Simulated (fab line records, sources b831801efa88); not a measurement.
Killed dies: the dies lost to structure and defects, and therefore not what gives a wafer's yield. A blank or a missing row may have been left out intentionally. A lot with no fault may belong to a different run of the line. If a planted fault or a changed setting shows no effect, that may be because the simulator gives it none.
A lot that was struck, set against a sound lot | flow sky130 | 44 steps out of a route of 708
Sound: the wafers L623.1, L623.3, L623.4. Struck: wafer L634.2 (left out: L634.1, a lot-mate that was not struck); the cause follows at the end.
Each step with rows lists, per side, the tool, then ch with its chambers, then its first start. Under that, the readings that differ: sound wafers | struck wafers | difference of the means | sigmas: that difference in standard deviations of wafers without a fault.
alike: same words and numbers on both sides, and readings whose means sit less than 2 such deviations apart. not compared: any withheld reading, any reading some wafer has no value for, any bound like >300 that may hide the same value, and any number with overlapping values for which the record gives no deviation.
The two part at a step that has a row with sigmas, a row that says differs or no value, or rows on one side only. Non-overlapping numbers with no deviation appear without sigmas and do not part them. A reading that every wafer of one side lacks parts them only if that side has two wafers or more.

first, 2 steps without rows for these wafers: SKY_VIA2_SPUTTER_20 (material TiN, target thk 20 nm, time 80 s); SKY_VIA2_CVD_21 (deposits W, target thk 420 nm, time 126.4 s).
SKY_VIA2_RS_MEAS_22: measures by four-point-probe.
  sound on film-metro-04, day 37 12:40; struck on film-metro-04, day 40 17:58
  alike: VIA2_W_RS
SKY_VIA2_THK_MEAS_23: measures by xrf.
  sound on film-metro-04, day 37 12:47; struck on film-metro-04, day 40 18:05
  alike: VIA2_W_THK
then, 1 step without rows for these wafers: SKY_VIA2_CMP_24 (polishes, stops on SiO2, t overpolish 20 s, target thk 0 nm).
SKY_METAL3_SPUTTER_00: material Ti, target thk 15 nm, time 10 s.
  sound on pvd-sputter-03, day 37 13:08; struck on pvd-sputter-01, day 40 18:27
  alike: throttle-valve-pct
then, 3 steps without rows for these wafers: SKY_METAL3_SPUTTER_01 (material TiN, target thk 20 nm, time 16.7 s); SKY_METAL3_SPUTTER_02 (material AlCu, target thk 735 nm, time 39.1 s); SKY_METAL3_SPUTTER_03 (material Ti, target thk 5 nm, time 3.3 s).
SKY_METAL3_SPUTTER_04: material TiN, target thk 70 nm, time 58.3 s.
  sound on pvd-sputter-03, day 37 13:14; struck on pvd-sputter-01, day 40 18:33
  alike: throttle-valve-pct
then, 1 step without rows for these wafers: SKY_CAPM_CVD_00 (deposits SiO2, target thk 15.5 nm).
SKY_CAPM_THK_MEAS_01:
  sound on film-metro-04, day 37 13:19; struck on film-metro-02, day 40 18:37
  reading              | sound             | struck | difference | sigmas
  CAPM_CVD_00_THK (nm) | 15.23 15.40 15.62 | 15.01  | -0.41      | -2
SKY_CAPM_SPUTTER_02: material TiN, target thk 200 nm, time 166.7 s.
  sound on pvd-sputter-02, day 37 13:22; struck on pvd-sputter-02, day 40 18:41
  reading                                  | sound           | struck | difference | sigmas
  model.TiN_of_CAPM_SPUTTER_02.thk-nm (nm) | 198.4 199.1 201 | 208.2  | +8.7       |
  alike: substrate-temp-c, throttle-valve-pct
SKY_CAPM_RS_MEAS_03: measures by four-point-probe.
  sound on film-metro-01, day 37 13:29; struck on film-metro-01, day 40 18:47
  reading              | sound          | struck | difference | sigmas
  CAPM_TIN_RS (ohm/sq) | 6.96 6.95 6.89 | 6.64   | -0.29      | -4
SKY_CAPM_THK_MEAS_04: measures by xrf.
  sound on film-metro-01, day 37 13:36; struck on film-metro-01, day 40 18:55
  reading           | sound             | struck | difference | sigmas
  CAPM_TIN_THK (nm) | 201.5 201.6 203.4 | 211.3  | +9.1       | +4
then, 7 steps without rows for these wafers: SKY_CAPM_DEHYDRATE_05 (time 60 s); SKY_CAPM_HMDS_06 (prime time 60 s); SKY_CAPM_COAT_07 (resist thk 1140 nm); SKY_CAPM_SOFTBAKE_08 (time 60 s); SKY_CAPM_EXPOSE_09 (exposes mask CAPM, target cd 1000 nm); SKY_CAPM_PEB_10; SKY_CAPM_DEVELOP_11 (develop time 60 s).
SKY_CAPM_OVL_MEAS_12:
  sound on overlay-02, day 38 15:22; struck on overlay-01, day 41 19:04
  alike: CAPM_OVL
SKY_CAPM_METAL_ETCH_13: etches TiN in Cl2/BCl3, stops on SiO2, target depth 220 nm, time 62.9 s.
  sound on rie-metal-03 ch 0,1, day 38 15:24; struck on rie-metal-03 ch 1, day 41 19:05
  reading                          | sound             | struck | difference | sigmas
  oes-product-au (a.u.)            | 0.939 0.946 0.945 | 0.959  | +0.016     | +2
  model.etch.depth-nm (nm)         | 198.4 199.1 201   | 208.2  | +8.7       |
  model.CAPM.feature-depth-nm (nm) | 198.4 199.1 201   | 208.2  | +8.7       |
  alike: drypump-motor-current-A, throttle-valve-pct
  not compared: rf-hours-counter-h
SKY_CAPM_STRIP_14: strips in O2/N2.
  sound on plasma-asher-03 ch 0,1, day 38 15:28; struck on plasma-asher-03 ch 0, day 41 19:10
  alike: drypump-motor-current-A, oes-product-au, strip-time-to-endpoint-s
  not compared: rf-hours-counter-h
then, 11 steps without rows for these wafers: SKY_CAPM_STRIP_15 (strips in post etch residue remover, time 1200 s); SKY_CAPM_CLEAN_16 (cleans in IPA, time 180 s); SKY_CAPM_CLEAN_17 (cleans in O3/DIW); SKY_METAL3_DEHYDRATE_05 (time 60 s); SKY_METAL3_HMDS_06 (prime time 60 s); SKY_METAL3_COAT_07 (resist thk 60 nm); SKY_METAL3_COAT_08 (resist thk 1140 nm); SKY_METAL3_SOFTBAKE_09 (time 90 s); SKY_METAL3_EXPOSE_10 (exposes mask MM3, target cd 300 nm); SKY_METAL3_PEB_11; SKY_METAL3_DEVELOP_12 (develop time 60 s).
SKY_METAL3_CD_MEAS_13 targets a cd of 300 nm.
  sound on cd-sem-01, day 39 18:17; struck on cd-sem-02, day 42 18:53
  alike: cd-nm
SKY_METAL3_OVL_MEAS_14:
  sound on overlay-02, day 39 18:25; struck on overlay-02, day 42 19:01
  alike: METAL3_OVL
then, 2 steps without rows for these wafers: SKY_METAL3_DESCUM_15 (chemistry O2, time 8 s); SKY_METAL3_ETCH_16 (etches BARC in N2/H2, stops on SiO2, time 88.2 s, target depth 60 nm).
SKY_METAL3_ETCH_17: etches SiO2 in C4F8/O2/Ar, stops on TiN, time 3.9 s, target depth 15 nm.
  sound on rie-diel-04 ch 0,2, day 39 18:35; struck on rie-diel-01 ch 0, day 42 19:11
  reading               | sound             | struck | difference | sigmas
  oes-product-au (a.u.) | 0.747 0.755 0.756 | 0.740  | -0.013     | -2
SKY_METAL3_METAL_ETCH_18: etches the open film in Cl2/BCl3, stops on SiO2, target depth 845 nm, time 183.1 s.
  sound on rie-metal-01 ch 0, day 39 18:36; struck on rie-metal-04 ch 1, day 42 19:12
  alike: drypump-motor-current-A, oes-product-au, throttle-valve-pct
  not compared: rf-hours-counter-h
SKY_METAL3_STRIP_20: strips in post etch residue remover, time 1200 s.
  sound on wet-bench-03 ch 2, day 39 19:03; struck on wet-bench-01 ch 3, day 42 19:28
  reading                                  | sound             | struck | difference | sigmas
  model.TiN_of_CAPM_SPUTTER_02.thk-nm (nm) | 197.6 198.3 200.2 | 207.4  | +8.7       |
-- the record jumps here: 7 days lie between the struck wafers' starts before and after (it left off in module METAL3 and takes up again in module PAD_OPEN, whose first step shown is number 708 of the route) --
SKY_PAD_OPEN_PROBE_99:
  sound on prober-01, day 47 01:29; struck on prober-01, day 49 12:53
  alike: defect-limited-yield, killed_at_M0_to_M3, killed_at_M4_up, killed-at-contacts, killed-at-front-end, killed-at-other, killed-dies, killed-open, killed-short, sort_bin_3_pad_short, sort_bin_5_function, sort_bin_6_memory, sort-n-pass, sort-yield-pct

WHERE THEY PART
Earliest at SKY_CAPM_THK_MEAS_01; latest, in this record, at SKY_METAL3_ETCH_17. Later steps at which nothing parts them and some readings are alike: SKY_METAL3_METAL_ETCH_18, SKY_PAD_OPEN_PROBE_99.

WHY: the cause the simulator had injected
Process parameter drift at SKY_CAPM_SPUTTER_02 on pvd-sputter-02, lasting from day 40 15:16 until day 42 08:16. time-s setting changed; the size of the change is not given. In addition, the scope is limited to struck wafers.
